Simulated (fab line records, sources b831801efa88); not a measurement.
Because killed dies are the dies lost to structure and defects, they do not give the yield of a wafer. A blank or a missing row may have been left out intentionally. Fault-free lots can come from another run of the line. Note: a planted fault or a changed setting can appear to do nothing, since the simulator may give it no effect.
2 desks, one fault    flow sky130    what lay behind the numbers comes last; until then each desk has only its own

THE TOOL OWNER'S DESK: plasma_asher-03
The tool's own readings at SKY_METAL3_STRIP_19 (strips in O2/N2): means of the sampled wafers that have a number, for each lot that ran on this tool. The brackets show how far a lot's mean lies from the usual mean; more than 4 standard deviations puts the lot out of limits, marked OUT.
Columns: A = drypump_motor_current_A at SKY_METAL3_STRIP_19, usual 5.6 A; B = oes_product_au at SKY_METAL3_STRIP_19, usual 0.501 a.u.; C = strip_time_to_endpoint_s at SKY_METAL3_STRIP_19, usual 6.52 s
lot   first seen here  A    B      C
L965  day 39 00:13     5.4  0.498  6.47
L968  day 40 00:05     5.4  0.504  6.57
L970  day 40 13:47     5.3  0.501  6.48
L971  day 41 09:23     5.4  0.502  6.50
L975  day 42 13:46     5.3  0.502  6.48
L976  day 42 16:51     5.4  0.498  6.53
L977  day 43 01:49     5.3  0.498  6.48
This desk's finding: nothing out of limits on any of the 7 lots.

THE METROLOGY DESK
Means of the sampled wafers that have a number, per lot and without regard to the tool the lot ran on: this is what the gauges read. The brackets show how far a lot's mean lies from the usual mean; more than 4 standard deviations puts the lot out of limits, marked OUT.
Columns: A = cd_nm at SKY_VIA3_CD_MEAS_12, usual 200.0 nm
lot   first seen here  A
L965  day 40 01:32     199.3
L966  day 40 15:40     200.9
L967  day 40 19:38     200.5
L968  day 41 01:12     200.5
L969  day 41 13:56     201.7
L970  day 41 15:08     201.2
L971  day 42 09:58     200.1
L973  day 42 18:41     200.3
L975  day 43 13:22     199.7
L976  day 43 16:38     199.8
L977  day 44 01:35     198.1
L980  day 44 08:19     200.1
This desk's finding: nothing out of limits on any of the 12 lots.

ALL TOGETHER
The desk of the tool owner found nothing out of limits.
From the metrology desk's view, nothing was out of limits.

WHAT THE SIMULATOR PUT IN
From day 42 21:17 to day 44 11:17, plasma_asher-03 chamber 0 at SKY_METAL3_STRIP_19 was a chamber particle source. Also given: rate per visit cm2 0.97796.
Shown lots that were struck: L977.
